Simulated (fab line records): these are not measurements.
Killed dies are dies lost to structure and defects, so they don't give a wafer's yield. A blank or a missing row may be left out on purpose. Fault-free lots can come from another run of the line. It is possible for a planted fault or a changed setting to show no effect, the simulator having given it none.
Which tool is to blame? || flow sky130 || 21 wafers from 7 lots sampled at 3 of the route's 708 steps

## WHAT THE GAUGES SHOWED, per wafer
SKY_VT_ADJUST_NCORE_TW_MEAS_11.
{"lot": "L755", "measured": "day 9 07:15", "on": "film_metro-04", "VT_ADJUST_NCORE_TW": "224.2 225.2 225.9"}
{"lot": "L760", "measured": "day 10 12:41", "on": "film_metro-02", "VT_ADJUST_NCORE_TW": "221.3 222.1 222.2"}
{"lot": "L765", "measured": "day 12 04:06", "on": "film_metro-02", "VT_ADJUST_NCORE_TW": "30.3 30.4 30.3"}
{"lot": "L769", "measured": "day 13 04:19", "on": "film_metro-02", "VT_ADJUST_NCORE_TW": "220.9 220.6 221.6"}
{"lot": "L771", "measured": "day 13 12:54", "on": "film_metro-01", "VT_ADJUST_NCORE_TW": "221.9 222.3 222.3"}
{"lot": "L773", "measured": "day 14 06:02", "on": "film_metro-01", "VT_ADJUST_NCORE_TW": "223.5 223.2 222.6"}
{"lot": "L775", "measured": "day 14 14:14", "on": "film_metro-04", "VT_ADJUST_NCORE_TW": "225.8 224.6 226.1"}

## EACH LOT AND THE TOOL THAT RAN IT (in order: tool; ch and the chambers of the sampled wafers; start)
{"lot": "L755", "SKY_VT_ADJUST_LVTN_STRIP_20": "plasma_asher-04 ch 0,1, day 8 12:27", "SKY_VT_ADJUST_NCORE_STRIP_10": "plasma_asher-02 ch 0,1, day 9 07:08"}
{"lot": "L760", "SKY_VT_ADJUST_LVTN_STRIP_20": "plasma_asher-04 ch 0,1, day 9 14:46", "SKY_VT_ADJUST_NCORE_STRIP_10": "plasma_asher-03 ch 0,1, day 10 12:35"}
{"lot": "L765", "SKY_VT_ADJUST_LVTN_STRIP_20": "plasma_asher-04 ch 0,1, day 11 05:37", "SKY_VT_ADJUST_NCORE_STRIP_10": "plasma_asher-01 ch 0,1, day 12 03:59"}
{"lot": "L769", "SKY_VT_ADJUST_LVTN_STRIP_20": "plasma_asher-02 ch 0,1, day 12 04:53", "SKY_VT_ADJUST_NCORE_STRIP_10": "plasma_asher-02 ch 0,1, day 13 04:13"}
{"lot": "L771", "SKY_VT_ADJUST_LVTN_STRIP_20": "plasma_asher-01 ch 0, day 12 11:31", "SKY_VT_ADJUST_NCORE_STRIP_10": "plasma_asher-02 ch 0, day 13 12:47"}
{"lot": "L773", "SKY_VT_ADJUST_LVTN_STRIP_20": "plasma_asher-01 ch 0,1, day 13 04:09", "SKY_VT_ADJUST_NCORE_STRIP_10": "plasma_asher-01 ch 0,1, day 14 05:55"}
{"lot": "L775", "SKY_VT_ADJUST_LVTN_STRIP_20": "plasma_asher-01 ch 0,1, day 13 12:21", "SKY_VT_ADJUST_NCORE_STRIP_10": "plasma_asher-02 ch 0,1, day 14 14:08"}
- SKY_VT_ADJUST_LVTN_STRIP_20: strips in O2/N2.
- SKY_VT_ADJUST_NCORE_STRIP_10: strips in O2/N2.

## THE ANSWER, worked out from the rows above alone
Rule: usual is defined by the lots themselves. The widest of any qualifying gaps counts: lots, ordered by their means at a reading, are off when they make up no more than a third of the lots, leave a main group of 4 or more, and stand apart from it by 3 or more times the standard deviation of that group's means. Not used: any main group whose means are identical at the precision the tables above print for the reading. Also off: a lot with no number at a reading for which 4 or more lots have one. The other lots that the step has rows for count as sound.
Off: L765, seen at SKY_VT_ADJUST_NCORE_TW_MEAS_11 (VT_ADJUST_NCORE_TW). For the main group the mean is 223.1 and the standard deviation 1.7.
If a tool, at a process step before that reading, ran all the lots that are off and no sound lot after the first of them, it fits. The gauges at SKY_VT_ADJUST_NCORE_TW_MEAS_11 are tried like those tools. One candidate fits, namely plasma_asher-04 at SKY_VT_ADJUST_LVTN_STRIP_20. Its last sound lot is L760 (day 9 14:46), its first lot that is off L765 (day 11 05:37): a fault that began between those two fits.

## WHAT HAD BEEN PUT IN BY THE SIMULATOR
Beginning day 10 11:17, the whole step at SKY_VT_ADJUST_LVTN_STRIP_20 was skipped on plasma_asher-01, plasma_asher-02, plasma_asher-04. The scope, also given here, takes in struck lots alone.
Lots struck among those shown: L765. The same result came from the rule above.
